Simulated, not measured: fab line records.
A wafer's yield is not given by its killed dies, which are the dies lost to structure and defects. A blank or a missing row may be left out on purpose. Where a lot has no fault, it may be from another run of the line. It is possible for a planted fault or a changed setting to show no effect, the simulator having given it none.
A struck lot beside a sound one ; flow sky130 ; 18 out of 708 route steps
Sound: wafers L650.2, L650.3, L650.6. Wafers struck: L656.2, L656.4, L656.6. At the end, the cause is stated.
Order at every step that has rows: each side's tool, ch and its chambers, its first start. Under that, the readings that differ: sound wafers ; struck wafers ; difference of the means ; sigmas: that difference in standard deviations of wafers without a fault.
alike: readings whose means differ by less than 2 such deviations, and words and numbers that are the same on both sides. not compared: withheld readings, readings that some wafer has no value for, bounds like >300 that may hide the same value, and numbers for which the record gives no deviation and whose values overlap.
The two part at a step that has a row with sigmas, a row that says differs or no value, or rows on one side only. When numbers do not overlap yet have no deviation, they are printed without sigmas and do not part them. A reading missing from all wafers of one side parts the sides only when that side holds two or more wafers.

SKY_NWELL_OVL_MEAS_10:
  sound: overlay-01 at day 6 14:19; struck: overlay-02 at day 8 01:02
  alike: NWELL_00_OVL
then, 3 steps without rows for these wafers: SKY_NWELL_IMPLANT_11; SKY_NWELL_IMPLANT_12; SKY_NWELL_IMPLANT_13.
SKY_NWELL_STRIP_14: strips in O2/N2.
  sound on plasmaAsher-01 ch 0,1, day 6 14:47; struck on plasmaAsher-04 ch 0,1, day 8 01:31
  alike: drypumpMotorCurrentA, oesProductAu, stripTimeToEndpointS
  not compared: rfHoursCounterH
SKY_NWELL_TW_MEAS_15:
  sound: filmMetro-01 at day 6 14:54; struck: filmMetro-01 at day 8 01:38
  alike: NWELL_TW
then, 6 steps without rows for these wafers: SKY_NWELL_DEHYDRATE_16 (time 60 s); SKY_NWELL_HMDS_17 (prime time 60 s); SKY_NWELL_COAT_18 (resist thk 3000 nm); SKY_NWELL_SOFTBAKE_19; SKY_NWELL_EXPOSE_20 (exposes mask NWM COMPLEMENT, target cd 840 nm); SKY_NWELL_PEB_21.
SKY_NWELL_DEVELOP_22: develop time 60 s.
  sound on lithoTrack-03 ch 0, day 7 10:00; struck on lithoTrack-04 ch 0, day 8 22:00
  alike: chillPlateTempC
SKY_NWELL_OVL_MEAS_23:
  sound: overlay-01 at day 7 10:26; struck: overlay-02 at day 8 22:26
reading;sound;struck;difference;sigmas
NWELL_01_OVL (nm);-0.8 0.0 0.2;- - -;no value on the struck wafers;
then, 1 step without rows for these wafers: SKY_NWELL_IMPLANT_24.
SKY_NWELL_STRIP_25: strips in O2/N2.
  sound on plasmaAsher-03 ch 1, day 7 10:37; struck on plasmaAsher-04 ch 1, day 8 22:37
  alike: drypumpMotorCurrentA, oesProductAu, stripTimeToEndpointS
  not compared: rfHoursCounterH
SKY_NWELL_TW_MEAS_26:
  sound: filmMetro-03 at day 7 10:44; struck: filmMetro-01 at day 8 22:43
reading;sound;struck;difference;sigmas
NWELL_2_TW;510.9 507.7 509.1;30.4 30.5 30.6;-478.7;-99 or more
then, 1 step without rows for these wafers: SKY_NWELL_CLEAN_27 (cleans in SC1/SC2, time 150 s).

## WHERE THEY PART
Earliest at SKY_NWELL_OVL_MEAS_23; latest, in this record, at SKY_NWELL_TW_MEAS_26.

WHY: the cause the simulator had injected
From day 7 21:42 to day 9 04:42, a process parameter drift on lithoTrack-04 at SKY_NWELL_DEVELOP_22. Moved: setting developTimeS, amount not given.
